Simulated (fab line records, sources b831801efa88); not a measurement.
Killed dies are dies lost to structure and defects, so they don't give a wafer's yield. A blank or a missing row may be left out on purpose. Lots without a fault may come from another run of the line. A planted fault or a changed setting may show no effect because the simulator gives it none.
fab line records | flow sfq_line
record lots=14 wafers=42 last_day=92
route steps=325 shown I1@84 M2@99 I2@103
lots that met no fault: from a run of the same line without faults
start_h: hours from the record's first day to the start of the lot's first wafer shown | wait_h: hours since the lot's step before | " the same as in the row above | L1.1+2: a row that stands for several wafers | - no value, or no start given | * or withheld: withheld | < > ~ a bound
route shown NAME@n: a module of which the file shows steps, and the number in the route of the first | usual: mean/standard deviation of fault-free wafers | same: alike in all rows | chamber/n: place in a boat | sites: the reading at each site | _std_site: their standard deviation | _edge_site: outer sites' mean less inner sites' | radius_mm: how far each site lies from the wafer's centre | mask NAME#n: copy n | behind: the tool/chamber that last shaped the wafer | hold: why the lot was held/for how many hours/how that ended | device: the transistor (n, p or np) that didn't switch | end of line: the same wafers' tests at the end of the route | a step without rows: its recipe alone | killed: dies lost to structure and defects at the first sort, not the wafer's yield | map: a wafer's dies, x killed, . not, _ none there
set.NAME: the setting as run; set.NAME@STEP: as run at that earlier step | model.NAME: the simulator's own value behind a step, which no gauge read
steps of the route over a sample of lots; a table a step, a row a wafer
services: from which hour (start_h, from the record's first day; less than 0 if before it) a tool's chamber was out of use, for how many hours, and why
## steps
# step SFQ_TRILAYER_I1_VIA_BARC_OPEN_VIA_ETCH_071
# recipe mask_material=PR chemistry=O2 target_depth_nm=125 target=BARC source_w=500 bias_w=80 pressure_mtorr=30 time_s=41.7
# usual bias_w=80.00/0.25 drypump_motor_current_A=5.8/0.39 oes_product_au=0.685/0.0046 rf_fwd_power_W=495.4/1.9
# columns lot.wafer tool chamber start_h wait_h bias_w drypump_motor_current_A oes_product_au rf_fwd_power_W rf_hours_counter_h
L675.2 rie_diel-02 2 402.77 0.0 80.12 6.1 0.692 496.8 37
L675.5 " 0 " " 79.51 5.6 0.683 497.4 -
L675.6 " 3 " " 80.07 5.6 0.684 498.1 -
L677.1 rie_diel-01 3 411.17 0.0 80.23 6.7 0.684 492.9 96
L677.4 " 1 " " 79.85 5.4 0.688 493.7 -
L677.5 " 2 " " 79.98 5.9 0.680 494.2 -
L679.4 rie_diel-02 1 424.37 0.0 80.13 5.6 0.686 495.7 15
L679.5 " 2 " " 80.10 6.1 0.680 495.4 -
L679.6 " 1 " " 80.12 5.6 0.684 495.7 -
L680.4 rie_diel-01 1 434.72 0.0 79.56 5.4 0.685 496.7 108
L680.5 " 3 " " 80.19 6.7 0.691 491.2 -
L680.6 " 0 " " 80.26 5.6 0.693 494.2 -
L681.1 rie_diel-04 2 443.12 0.0 80.30 5.6 0.688 495.9 1
L681.2 " 1 " " 80.14 5.3 0.687 496.3 97
L681.4 " 3 " " 80.31 5.6 0.679 494.5 0
L682.2 rie_diel-02 2 450.32 0.0 80.03 6.0 0.687 492.6 37
L682.3 " 0 " " 79.79 5.6 0.684 493.9 6
L682.6 " 3 " " 80.19 5.6 0.684 496.6 -
L683.2 rie_diel-04 1 452.72 0.0 80.13 5.3 0.686 497.5 97
L683.5 " 2 " " 79.83 5.6 0.688 492.6 -
L683.6 " 1 " " 80.41 5.3 0.683 494.5 -
L686.1 rie_diel-01 2 491.58 0.0 80.08 5.9 0.687 493.8 80
L686.3 " 3 " " 80.00 6.7 0.688 493.1 97
L686.4 " 0 " " 79.66 5.6 0.696 493.8 2
L687.1 rie_diel-02 1 496.38 0.0 80.75 5.6 0.685 498.7 16
L687.3 " 0 " " 79.86 5.6 0.683 493.6 7
L687.6 " 2 " " 79.76 6.0 0.684 495.5 -
L692.1 rie_diel-04 2 559.24 0.0 79.79 5.5 0.687 494.9 2
L692.4 " 1 " " 79.98 5.3 0.681 493.6 1
L692.5 " 3 " " 80.04 5.6 0.685 495.6 -
L693.1 rie_diel-01 0 566.44 0.0 79.63 5.6 0.674 493.4 3
L693.3 " 1 " " 79.61 5.3 0.681 496.2 2
L693.6 " 3 " " 80.07 6.7 0.689 493.5 -
L695.1 rie_diel-04 0 582.83 0.0 79.77 5.9 0.696 494.4 6
L695.3 " 2 " " 80.22 5.6 0.689 494.1 3
L695.5 " 2 " " 80.40 5.6 0.686 494.0 -
L696.2 rie_diel-04 2 596.78 0.0 79.87 5.6 0.694 495.1 3
L696.4 " 3 " " 80.16 5.6 0.688 495.8 2
L696.6 " 0 " " 80.35 5.9 0.685 495.5 -
L698.2 rie_diel-01 1 615.98 0.0 79.79 5.4 0.689 495.9 3
L698.3 " 3 " " 80.19 6.6 0.685 495.8 -
L698.5 " 1 " " 79.92 5.4 0.688 497.7 -
# step SFQ_TRILAYER_M2_BARC_OPEN_METAL_ETCH_077
# recipe mask_material=PR chemistry=O2 target_depth_nm=125 target=BARC icp_w=600 bias_w=80 pressure_mtorr=10 time_s=41.7
# usual bias_w=80.00/0.26 drypump_motor_current_A=5.92/0.26 oes_product_au=0.685/0.0042 rf_fwd_power_W=593.6/2.3
# columns lot.wafer tool chamber start_h wait_h bias_w drypump_motor_current_A oes_product_au rf_fwd_power_W rf_hours_counter_h
L675.2 rie_metal-04 0 532.84 0.0 80.45 5.76 0.689 596.5 56
L675.5 " 1 " " 79.50 6.23 0.680 590.3 -
L675.6 " 0 " " 80.44 5.77 0.680 595.1 -
L677.1 rie_metal-04 0 544.84 0.0 79.60 5.78 0.689 593.1 58
L677.4 " 0 " " 79.69 5.78 0.686 593.9 -
L677.5 " 1 " " 79.92 6.19 0.692 594.9 -
L679.4 rie_metal-04 0 560.70 0.0 80.08 5.77 0.683 594.2 -
L679.5 " 1 " " 80.04 6.19 0.686 594.0 -
L679.6 " 0 " " 80.01 5.78 0.680 592.0 -
L680.4 rie_metal-02 0 574.86 0.0 80.27 5.48 0.687 591.6 -
L680.5 " 0 " " 80.35 5.49 0.692 594.6 -
L680.6 " 1 " " 80.42 6.33 0.689 594.5 -
L681.1 rie_metal-02 1 587.18 0.0 79.62 6.29 0.687 595.3 61
L681.2 " 0 " " 79.96 5.47 0.686 591.1 3
L681.4 " 1 " " 80.24 6.30 0.689 592.6 -
L682.2 rie_metal-02 0 594.38 0.0 79.80 5.46 0.692 587.3 5
L682.3 " 1 " " 80.13 6.30 0.686 596.0 -
L682.6 " 1 " " 79.90 6.30 0.681 595.1 -
L683.2 rie_metal-03 0 595.58 0.0 79.65 5.91 0.683 595.7 75
L683.5 " 1 " " 79.72 5.72 0.676 592.0 -
L683.6 " 0 " " 80.04 5.89 0.686 591.4 -
L686.1 rie_metal-03 1 636.50 0.0 80.16 5.75 0.683 595.1 41
L686.3 " 0 " " 80.10 5.91 0.687 592.2 -
L686.4 " 1 " " 79.87 5.74 0.686 599.2 -
L687.1 rie_metal-03 0 641.32 0.0 80.04 5.87 0.679 594.9 80
L687.3 " 1 " " 80.22 5.75 0.683 598.4 -
L687.6 " 1 " " 80.08 5.74 0.685 596.8 -
L692.1 rie_metal-02 1 709.32 0.0 79.84 6.30 0.684 596.0 74
L692.4 " 0 " " 79.88 5.47 0.688 592.3 -
L692.5 " 1 " " 79.70 6.30 0.684 594.6 -
L693.1 rie_metal-04 1 718.95 0.0 80.61 6.18 0.683 594.8 46
L693.3 " 1 " " 80.40 6.16 0.683 595.6 -
L693.6 " 0 " " 80.12 5.76 0.681 595.2 -
L695.1 rie_metal-03 0 734.05 0.0 79.88 5.88 0.678 595.2 92
L695.3 " 1 " " 80.14 5.76 0.679 590.9 -
L695.5 " 1 " " 79.77 5.78 0.688 590.2 -
L696.2 rie_metal-04 1 756.85 0.0 80.20 6.17 0.688 594.3 52
L696.4 " 1 " " 79.91 6.19 0.687 593.9 -
L696.6 " 1 " " 80.02 6.18 0.687 594.6 -
L698.2 rie_metal-04 1 779.49 0.0 79.69 6.20 0.679 592.9 56
L698.3 " 1 " " 79.78 6.18 0.692 590.3 -
L698.5 " 0 " " 80.07 5.80 0.687 592.7 -
# step SFQ_TRILAYER_I2_DEP_PECVD_063
# recipe material=SiO2 temp_c=150 time_s=111.11 pressure_torr=2.4 rf_w=183.3 precursor=SiH4/N2O target_thk_nm=500
# usual heater_power_outer_w=31/9.8 heater_power_w=86/17 rf_fwd_power_W=182.3/0.58 run_length_s=138.9/0.62 throttle_valve_pct=24.8/1.4
# columns lot.wafer tool chamber start_h wait_h heater_power_outer_w heater_power_w rf_fwd_power_W run_length_s throttle_valve_pct
L675.2 pecvd-04 1 533.80 0.0 17 53 182.1 139.9 26.8
L675.5 " 0 " " 27 68 182.6 138.0 24.6
L675.6 " 2 " " 32 89 181.9 138.1 23.7
L677.1 pecvd-03 0 545.80 0.0 29 81 182.9 138.1 25.2
L677.4 " 2 " " 40 101 182.4 139.2 24.1
L677.5 " 1 " " 25 75 182.7 139.8 23.0
L679.4 pecvd-02 0 561.68 0.0 37 99 182.7 138.8 24.6
L679.5 " 1 " " 51 112 182.0 138.8 27.0
L679.6 " 2 " " 29 88 182.0 138.9 24.8
L680.4 pecvd-03 0 576.10 0.0 25 76 182.4 138.6 25.6
L680.5 " 1 " " 26 75 182.6 139.7 23.0
L680.6 " 2 " " 41 101 182.6 139.2 24.3
L681.1 pecvd-03 2 588.14 0.0 39 103 182.6 139.3 24.4
L681.2 " 0 " " 29 80 182.6 138.8 25.6
L681.4 " 2 " " 42 103 182.9 138.9 24.4
L682.2 pecvd-04 2 595.34 0.0 37 91 182.1 138.0 22.0
L682.3 " 2 " " 37 92 182.5 138.3 22.2
L682.6 " 2 " " 25 75 182.3 138.3 22.3
L683.2 pecvd-02 2 596.54 0.0 27 83 182.4 139.4 24.5
L683.5 " 0 " " 35 100 180.9 139.5 24.6
L683.6 " 1 " " 42 102 182.7 139.1 27.4
L686.1 pecvd-04 1 637.46 0.0 25 65 181.7 139.5 24.4
L686.3 " 2 " " 36 90 183.1 138.3 22.2
L686.4 " 0 " " 26 71 181.4 138.2 23.1
L687.1 pecvd-04 0 642.29 0.0 22 66 182.6 138.4 22.9
L687.3 " 2 " " 36 90 182.0 137.9 22.1
L687.6 " 0 " " 24 67 182.7 138.0 23.0
L692.1 pecvd-02 0 710.46 0.0 29 90 181.8 152.1 24.7
L692.4 " 0 " " 31 94 182.3 152.3 24.4
L692.5 " 2 " " 24 81 181.0 152.2 24.6
L693.1 pecvd-02 0 719.91 0.0 35 101 182.5 152.3 24.6
L693.3 " 1 " " 45 105 183.3 152.5 27.1
L693.6 " 1 " " 47 111 183.0 152.9 26.7
L695.1 pecvd-03 2 735.01 0.0 30 89 182.2 139.1 24.9
L695.3 " 1 " " 22 71 182.8 140.2 23.4
L695.5 " 2 " " 33 92 182.1 139.7 25.0
L696.2 pecvd-03 1 757.81 0.0 17 66 182.9 139.4 23.6
L696.4 " 2 " " 31 91 182.4 139.0 24.9
L696.6 " 1 " " 20 68 182.3 139.8 23.5
L698.2 pecvd-04 2 780.45 0.0 31 84 182.7 138.3 22.7
L698.3 " 0 " " 20 64 181.9 138.1 23.5
L698.5 " 1 " " 23 63 182.7 139.8 25.0
# step SFQ_TRILAYER_I2_CMP_CMP_064
# recipe material=SiO2 down_force_psi=3 platen_rpm=60 pad_velocity_m_s=0.94248
# usual motor_current_A=10.1/1.1 retaining_ring_pressure_frac=1.000/0.0049 time_to_endpoint_s=212/7.2
# columns lot.wafer tool chamber start_h wait_h motor_current_A retaining_ring_pressure_frac time_to_endpoint_s
L675.2 cmp-02 2 550.92 17.1 7.8 0.997 215
L675.6 " 3 " " 11.7 0.998 210
L675.5 " 0 " " 10.2 1.007 224
L677.4 cmp-02 2 561.42 15.5 7.9 1.001 213
L677.1 " 1 562.92 17.1 9.5 1.005 206
L677.5 " 3 563.92 18.0 11.5 0.996 211
L679.4 cmp-01 2 576.83 15.1 10.3 1.002 207
L679.6 " 0 577.83 16.1 8.9 1.002 222
L679.5 " 1 " " 11.6 1.004 214
L680.4 cmp-02 2 588.27 12.1 7.6 1.004 222
L680.6 " 3 " " 10.8 1.003 205
L680.5 " 0 " " 9.9 1.001 217
L681.2 cmp-01 0 590.83 2.6 9.3 1.008 208
L681.1 " 1 " " 11.2 0.998 210
L681.4 " 3 592.33 4.1 9.9 0.996 214
L682.3 cmp-02 3 596.34 0.9 11.1 1.005 207
L682.2 " 2 597.96 2.6 8.1 1.002 210
L682.6 " 3 " " 11.2 0.999 208
L683.2 cmp-01 1 598.33 1.7 10.7 0.997 204
L683.6 " 2 " " 10.0 1.009 202
L683.5 " 3 " " 10.1 1.010 201
L686.4 cmp-02 2 637.54 0.0 8.1 1.000 214
L686.3 " 0 638.54 1.0 10.9 0.999 209
L686.1 " 1 " " 9.9 0.997 220
L687.1 cmp-01 2 644.92 2.6 10.1 1.012 209
L687.3 " 1 646.42 4.1 11.4 0.993 215
L687.6 " 3 647.42 5.1 10.7 0.998 212
L692.1 cmp-01 3 713.04 2.5 10.3 0.998 247
L692.4 " 0 " " 9.4 0.995 256
L692.5 " 1 " " 12.0 1.001 256
L693.3 cmp-01 0 721.56 1.6 9.0 0.997 263
L693.1 " 1 " " 11.4 1.006 258
L693.6 " 3 723.06 3.1 10.4 1.001 264
L695.3 cmp-01 3 735.08 0.0 10.7 1.003 202
L695.1 " 2 736.58 1.5 10.5 0.999 204
L695.5 " 3 " " 9.9 0.997 214
L696.2 cmp-01 1 762.98 5.1 11.3 1.008 212
L696.4 " 3 763.98 6.1 10.0 1.000 199
L696.6 " 0 " " 9.8 0.996 212
L698.3 cmp-02 3 783.61 3.1 11.0 1.000 200
L698.2 " 2 785.11 4.6 8.1 1.004 217
L698.5 " 0 786.11 5.6 10.4 1.003 221
# step SFQ_I2_OVL_MEAS_918
# usual I2_OVL=-2/5.3
# columns lot.wafer tool chamber start_h wait_h I2_OVL[nm]
L675.2 overlay-02 - 700.89 0.1 -9
L675.5 " - " " -12
L675.6 " - " " -2
L677.1 overlay-01 - 717.71 0.1 -1
L677.4 " - " " 2
L677.5 " - " " -4
L679.4 overlay-01 - 731.63 0.1 4
L679.5 " - " " 5
L679.6 " - " " 3
L680.4 overlay-02 - 747.23 0.1 6
L680.5 " - " " 6
L680.6 " - " " 11
L681.1 overlay-02 - 754.41 0.1 -9
L681.2 " - " " -4
L681.4 " - " " -7
L682.2 overlay-02 - 761.62 0.1 -15
L682.3 " - " " -8
L682.6 " - " " -10
L683.2 overlay-02 - 762.82 0.1 -4
L683.5 " - " " -8
L683.6 " - " " 3
L686.1 overlay-01 - 797.27 0.1 -9
L686.3 " - " " -7
L686.4 " - " " -3
L687.1 overlay-01 - 806.87 0.1 0
L687.3 " - " " -1
L687.6 " - " " -3
L692.1 overlay-02 - 876.76 0.1 -4
L692.4 " - " " 2
L692.5 " - " " -5
L693.1 overlay-02 - 886.08 0.1 -6
L693.3 " - " " -3
L693.6 " - " " -2
L695.1 overlay-01 - 900.60 0.1 3
L695.3 " - " " 2
L695.5 " - " " 1
L696.2 overlay-01 - 916.21 0.1 -3
L696.4 " - " " 4
L696.6 " - " " -3
L698.2 overlay-02 - 935.53 0.1 6
L698.3 " - " " 0
L698.5 " - " " 1
## services
# columns tool chamber start_h hours kind
cmp-01 - 389.36 0.4 repair
pecvd-03 0 395.24 5.2 repair
cmp-01 - 416.52 4.0 pm
cmp-02 - 419.36 0.4 repair
rie_diel-04 1 426.53 11.0 repair
cmp-01 - 442.77 3.6 repair
rie_metal-04 - 445.59 0.4 repair
pecvd-04 - 489.34 0.4 repair
pecvd-03 - 503.05 2.1 repair
cmp-01 - 503.11 1.7 repair
rie_diel-01 1 504.59 2.0 repair
rie_diel-04 3 509.35 3.2 repair
cmp-01 - 511.22 7.0 pm
cmp-02 - 518.83 6.6 pm
rie_diel-01 - 520.56 0.5 repair
cmp-01 - 521.32 3.5 repair
cmp-02 - 524.34 0.2 repair
pecvd-03 - 543.97 1.4 repair
cmp-02 - 576.42 4.0 pm
cmp-02 - 606.68 1.4 repair
cmp-02 - 652.54 6.7 pm
cmp-02 - 705.89 2.4 repair
cmp-01 - 758.48 4.0 pm
cmp-01 - 783.48 6.7 pm
## key
first_sign step=SFQ_TRILAYER_I2_DEP_PECVD_063 reading=run_length_s direction=up sigmas=22 usual=* struck=*
effect step=SFQ_TRILAYER_I2_CMP_CMP_064 reading=time_to_endpoint_s direction=up sigmas=6.3 usual=* struck=*
met_at SFQ_TRILAYER_I2_DEP_PECVD_063
struck_lots L692,L693
not_acting_at SFQ_TRILAYER_I1_VIA_BARC_OPEN_VIA_ETCH_071,SFQ_TRILAYER_M2_BARC_OPEN_METAL_ETCH_077,SFQ_I2_OVL_MEAS_918
onset_between 596.54 710.46
fault kind=process_parameter_drift tool=pecvd-02 chamber=- onset_h=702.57 steps=SFQ_TRILAYER_I2_DEP_PECVD_063 channel=time_s offset=* shape=step end_h=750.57 acts_in=* stated=*
